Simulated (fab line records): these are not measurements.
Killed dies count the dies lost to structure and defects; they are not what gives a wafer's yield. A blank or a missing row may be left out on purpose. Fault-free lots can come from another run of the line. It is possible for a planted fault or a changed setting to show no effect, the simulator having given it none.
A struck lot beside a sound one :: flow sky130 :: 18 out of 708 route steps
Sound: wafers L165.1, L165.2, L165.4. The struck wafers were L169.3, L169.4, L169.6. The cause is given at the end.
Order at every step that has rows: each side's tool, ch and its chambers, its first start. Under that, the readings that differ: sound wafers :: struck wafers :: difference of the means :: sigmas: that difference in standard deviations of wafers without a fault.
alike: words and numbers the same on both sides, and readings whose means are apart by under 2 such deviations; not compared: readings that were withheld, readings missing a value for some wafer, numbers with overlapping values and no deviation given by the record, and bounds like >300 which may hide the same value.
Wherever a step has rows on one side only, a row that says differs or no value, or a row with sigmas, the two part there. Numbers that don't overlap but have no deviation are shown without sigmas and don't part them. A reading missing from all wafers of one side parts the sides only when that side holds two or more wafers.

first, 4 steps without rows for these wafers: SKY_VT_ADJUST_LVTN_SOFTBAKE_03; SKY_VT_ADJUST_LVTN_EXPOSE_04 (exposes mask NWM COMPLEMENT LESS NATIVE, target cd 840 nm); SKY_VT_ADJUST_LVTN_PEB_05; SKY_VT_ADJUST_LVTN_DEVELOP_06 (develop time 60 s).
SKY_VT_ADJUST_LVTN_OVL_MEAS_07:
  struck on overlay-02, day 9 22:59; sound on overlay-01, day 8 15:32
reading: VT_ADJUST_LVTN_OVL (nm)
sound: 0.4 -1.8 -1.2
struck: 3.2 1.7 1.2
difference: +2.9
sigmas: +2
after that, 1 step had no rows for these wafers: SKY_VT_ADJUST_LVTN_IMPLANT_08.
SKY_VT_ADJUST_LVTN_STRIP_09: strips in O2/N2.
  sound on plasma-asher-02 ch 0,1, day 8 15:43; struck on plasma-asher-01 ch 0,1, day 9 23:12
  alike: drypump-motor-current-A, n2-flow-sccm, oes-product-au, strip-time-to-endpoint-s
  not compared: rf-hours-counter-h
SKY_VT_ADJUST_LVTN_TW_MEAS_10:
  struck on film-metro-04, day 9 23:17; sound on film-metro-01, day 8 15:49
reading: VT_ADJUST_LVTN_TW
sound: 237 236 238
struck: 243 244 243
difference: +6
sigmas: +2
then, 4 steps without rows for these wafers: SKY_VT_ADJUST_LVTN_DEHYDRATE_11 (time 60 s); SKY_VT_ADJUST_LVTN_HMDS_12 (prime time 60 s); SKY_VT_ADJUST_LVTN_COAT_13 (resist thk 1140 nm); SKY_VT_ADJUST_LVTN_SOFTBAKE_14 (time 60 s).
SKY_VT_ADJUST_LVTN_EXPOSE_15: exposes mask HVN STD DERIVED, target cd 600 nm.
  sound on iline-stepper-02 ch 0, day 9 02:28; struck on iline-stepper-02 ch 0, day 10 11:06
reading: model.VT_ADJUST_LVTN.overlay-x-nm (nm)
sound: -1.015 -1.015 -1.015
struck: 273.6 273.6 273.6
difference: +274.6
sigmas: 
  alike: mask
then, 2 steps without rows for these wafers: SKY_VT_ADJUST_LVTN_PEB_16; SKY_VT_ADJUST_LVTN_DEVELOP_17 (develop time 60 s).
SKY_VT_ADJUST_LVTN_OVL_MEAS_18:
  struck on overlay-01, day 10 22:30; sound on overlay-01, day 9 13:22
reading: VT_ADJUST_LVTN_01_OVL (nm)
sound: -2.4 -2.5 -2.1
struck: 272.5 273.7 274.5
difference: +275.9
sigmas: +99 or more
after that, 1 step had no rows for these wafers: SKY_VT_ADJUST_LVTN_IMPLANT_19.
-- here the record skips 38 days between the struck wafers' starts before and after, leaving off in module VT_ADJUST_LVTN and picking up in module PAD_OPEN (first step shown: number 708 of the route) --
SKY_PAD_OPEN_PROBE_99:
  struck on prober-02, day 48 17:59; sound on prober-01, day 47 18:13
reading: model.etest.nfet_16v.drive-ua-um
sound: 225.9 225.1 226.4
struck: 237.3 235.9 232.1
difference: +9.3
sigmas: 

reading: model.etest.nfet_05v0_nvt.off-log10-a-um
sound: -10.85 -10.82 -10.8
struck: -11.18 -11.04 -11.12
difference: -0.29
sigmas: 

reading: model.etest.nfet-g5v0d10v5.vt-sat-v (V)
sound: 0.7562 0.7586 0.7458
struck: 0.6974 0.6878 0.7153
difference: -0.0534
sigmas: 

reading: model.etest.nfet-g5v0d10v5.vt-v (V)
sound: 0.8129 0.816 0.8028
struck: 0.7706 0.7606 0.7862
difference: -0.0381
sigmas: 

reading: model.etest.nfet_16v.vt-v (V)
sound: 0.752 0.7557 0.7495
struck: 0.726 0.72 0.7391
difference: -0.024
sigmas: 

reading: model.etest.nfet_05v0_nvt.vt-sat-v (V)
sound: 0.2786 0.2852 0.2767
struck: 0.2922 0.2915 0.3008
difference: +0.0147
sigmas: 

reading: model.etest.nfet_05v0_nvt.vt-v (V)
sound: 0.3047 0.3106 0.3025
struck: 0.3169 0.3179 0.3264
difference: +0.0145
sigmas: 
  alike: killed_at_M0_to_M3, killed_at_M4_up, killed-at-contacts, killed-at-front-end, killed-at-other, killed-dies, killed-open, killed-short

WHERE THEY PART
Earliest at SKY_VT_ADJUST_LVTN_OVL_MEAS_07; latest, in this record, at SKY_VT_ADJUST_LVTN_OVL_MEAS_18. Later steps at which nothing parts them and some readings are alike: SKY_PAD_OPEN_PROBE_99.

WHY: whatever the simulator had introduced
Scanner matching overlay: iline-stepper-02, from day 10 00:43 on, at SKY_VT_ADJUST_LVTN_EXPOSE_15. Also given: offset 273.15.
